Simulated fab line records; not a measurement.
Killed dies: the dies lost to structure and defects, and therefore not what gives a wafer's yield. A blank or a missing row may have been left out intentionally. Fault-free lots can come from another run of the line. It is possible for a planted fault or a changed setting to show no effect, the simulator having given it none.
A struck lot beside a sound one || flow sky130 || 28 steps out of a route of 708
Sound: wafers L814.1, L814.4, L814.6. Struck: wafers L823.2, L823.4, L823.6. The cause is given at the end.
Per side, at each step with rows, come the tool, then ch with its chambers, and then its first start. Under that, the readings that differ: sound wafers || struck wafers || difference of the means || sigmas: that difference in standard deviations of wafers without a fault.
alike: a reading whose means differ by less than 2 such deviations, as well as words and numbers matching on both sides. not compared: withheld readings; readings where some wafer has no value; bounds like >300 that might hide an equal value; numbers whose values overlap and for which the record gives no deviation.
The two part at a step that has a row with sigmas, a row that says differs or no value, or rows on one side only. When numbers do not overlap yet have no deviation, they are printed without sigmas and do not part them. Lack of a reading on every wafer of one side parts them only where that side has two or more wafers.

first, 5 steps without rows for these wafers: SKY_SONOS_ONO_COAT_08 (resist thk 1140 nm); SKY_SONOS_ONO_SOFTBAKE_09 (time 60 s); SKY_SONOS_ONO_EXPOSE_10 (exposes mask ONOM, target cd 410 nm); SKY_SONOS_ONO_PEB_11; SKY_SONOS_ONO_DEVELOP_12 (develop time 60 s).
SKY_SONOS_ONO_CD_MEAS_13 targets a cd of 410 nm.
  sound on cdSem-01, day 16 15:02; struck on cdSem-02, day 19 14:24
  alike: cdNm
SKY_SONOS_ONO_OVL_MEAS_14:
  sound on overlay-02, day 16 15:09; struck on overlay-02, day 19 14:30
  alike: SONOS_ONO_OVL
SKY_SONOS_ONO_ETCH_15: etches the open film in CHF3/O2, target depth 19.52 nm, time 7.8 s.
  sound on rieDiel-03 ch 0,2,3, day 16 15:11; struck on rieDiel-04 ch 1,2, day 19 14:32
  alike: drypumpMotorCurrentA, oesProductAu, throttleValvePct
  not compared: rfHoursCounterH
then, 1 step without rows for these wafers: SKY_SONOS_ONO_WET_ETCH_16 (etches SiO2 in dHF, target depth 14 nm, time 280 s).
SKY_SONOS_ONO_STRIP_17: strips in O2/N2.
  sound on plasmaAsher-04 ch 0,1, day 16 15:23; struck on plasmaAsher-04 ch 0,1, day 19 14:38
  alike: drypumpMotorCurrentA, o2FlowSccm, oesProductAu, stripTimeToEndpointS
  not compared: rfHoursCounterH
then, 2 steps without rows for these wafers: SKY_SONOS_ONO_WET_ETCH_18 (etches Si3N4 in H3PO4, target depth 15 nm, time 172 s); SKY_GATE_OXIDE_CLEAN_00 (cleans in SC1/SC2, time 150 s).
SKY_GATE_OXIDE_OXIDATION_01: stabilise 600 s, purge 300 s, target thk 10.268 nm.
  sound on furnace-01 ch 0, day 16 15:38; struck on furnace-01 ch 0, day 19 14:50
{"reading": "model.SiO2_of_GATE_OXIDE_OXIDATION_01.thkNm (nm)", "sound": "10.31 10.3 10.25", "struck": "9.586 9.593 9.547", "difference": -0.711, "sigmas": ""}
  alike: oxTempCMax, spikeTcBottomC
SKY_GATE_OXIDE_THK_MEAS_02:
  sound on filmMetro-01, day 16 17:02; struck on filmMetro-01, day 19 16:29
{"reading": "GATE_OXIDE_OXIDATION_00_THK (nm)", "sound": "10.35 10.33 10.22", "struck": "9.57 9.63 9.60", "difference": -0.70, "sigmas": -4}
  not compared: hold
then, 6 steps without rows for these wafers: SKY_GATE_OXIDE_HMDS_04 (prime time 60 s); SKY_GATE_OXIDE_COAT_05 (resist thk 1140 nm); SKY_GATE_OXIDE_SOFTBAKE_06 (time 60 s); SKY_GATE_OXIDE_EXPOSE_07 (exposes mask LVOM, target cd 600 nm); SKY_GATE_OXIDE_PEB_08; SKY_GATE_OXIDE_DEVELOP_09 (develop time 60 s).
SKY_GATE_OXIDE_OVL_MEAS_10:
  sound on overlay-01, day 17 22:25; struck on overlay-02, day 20 23:25
  alike: GATE_OXIDE_OVL
then, 2 steps without rows for these wafers: SKY_GATE_OXIDE_IMPLANT_11; SKY_GATE_OXIDE_WET_ETCH_12 (etches SiO2 in dHF, target depth 16.8 nm, time 336 s).
SKY_GATE_OXIDE_STRIP_13: strips in O2/N2.
  sound on plasmaAsher-02 ch 0, day 17 22:43; struck on plasmaAsher-02 ch 0,1, day 20 23:43
  alike: drypumpMotorCurrentA, o2FlowSccm, oesProductAu, stripTimeToEndpointS
  not compared: rfHoursCounterH
SKY_GATE_OXIDE_TW_MEAS_14:
  sound on filmMetro-03, day 17 22:49; struck on filmMetro-03, day 21 00:06
  alike: GATE_OXIDE_TW
  not compared: hold
SKY_GATE_OXIDE_OXIDATION_16: stabilise 600 s, purge 300 s, target thk 3.57 nm.
  sound on furnace-02 ch 0, day 17 22:56; struck on furnace-01 ch 0, day 21 02:19
{"reading": "model.SiO2_of_GATE_OXIDE_OXIDATION_01.thkNm (nm)", "sound": "11.69 11.67 11.6", "struck": "10.93 10.93 10.89", "difference": -0.74, "sigmas": ""}
  alike: oxTempCMax, spikeTcBottomC
then, 1 step without rows for these wafers: SKY_POLY_GATE_CVD_00 (deposits poly-Si, target thk 180 nm, time 720 s).
-- here the record skips 29 days between the struck wafers' starts before and after, leaving off in module POLY_GATE and picking up in module PAD_OPEN (first step shown: number 708 of the route) --
SKY_PAD_OPEN_PROBE_99:
  sound on prober-01, day 48 16:48; struck on prober-02, day 50 09:32
{"reading": "model.etest.nfet_16v.rOnOhmUm", "sound": "1.442e+04 1.449e+04 1.418e+04", "struck": "1.336e+04 1.346e+04 1.341e+04", "difference": -9.533e+02, "sigmas": ""}
{"reading": "model.etest.tipSonos.rsOhmSq", "sound": "2665 2729 2629", "struck": "2482 2501 2494", "difference": -182, "sigmas": ""}
{"reading": "model.etest.pfetG5v0d10v5.rOnOhmUm", "sound": "4666 4629 4613", "struck": "4536 4517 4557", "difference": -99, "sigmas": ""}
{"reading": "model.etest.nfetG5v0d10v5.rOnOhmUm", "sound": "1894 1891 1888", "struck": "1801 1797 1770", "difference": -102, "sigmas": ""}
{"reading": "model.etest.nfetG5v0d10v5.driveUaUm", "sound": "596.4 598.1 604", "struck": "645.5 643.5 657", "difference": "+49.2", "sigmas": ""}
{"reading": "model.etest.nfet_05v0_nvt.driveUaUm", "sound": "573.4 575 575.4", "struck": "609.3 612.3 612.4", "difference": "+36.7", "sigmas": ""}
{"reading": "model.etest.pfetG5v0d10v5.driveUaUm", "sound": "348.9 348.4 350.4", "struck": "359.2 365.2 361.9", "difference": "+12.9", "sigmas": ""}
{"reading": "model.etest.nfet_16v.driveUaUm", "sound": "218.1 218.5 221.9", "struck": "240.2 241.9 241.6", "difference": "+21.7", "sigmas": ""}
  alike: killed_at_M0_to_M3, killed_at_M4_up, killedAtContacts, killedAtFrontEnd, killedAtOther, killedDies, killedOpen, killedShort

WHERE THEY PART
Only at SKY_GATE_OXIDE_THK_MEAS_02, within this record. Later steps at which nothing parts them and some readings are alike: SKY_GATE_OXIDE_OVL_MEAS_10, SKY_GATE_OXIDE_STRIP_13, SKY_GATE_OXIDE_TW_MEAS_14, SKY_GATE_OXIDE_OXIDATION_16, SKY_PAD_OPEN_PROBE_99.

WHY: the cause the simulator had injected
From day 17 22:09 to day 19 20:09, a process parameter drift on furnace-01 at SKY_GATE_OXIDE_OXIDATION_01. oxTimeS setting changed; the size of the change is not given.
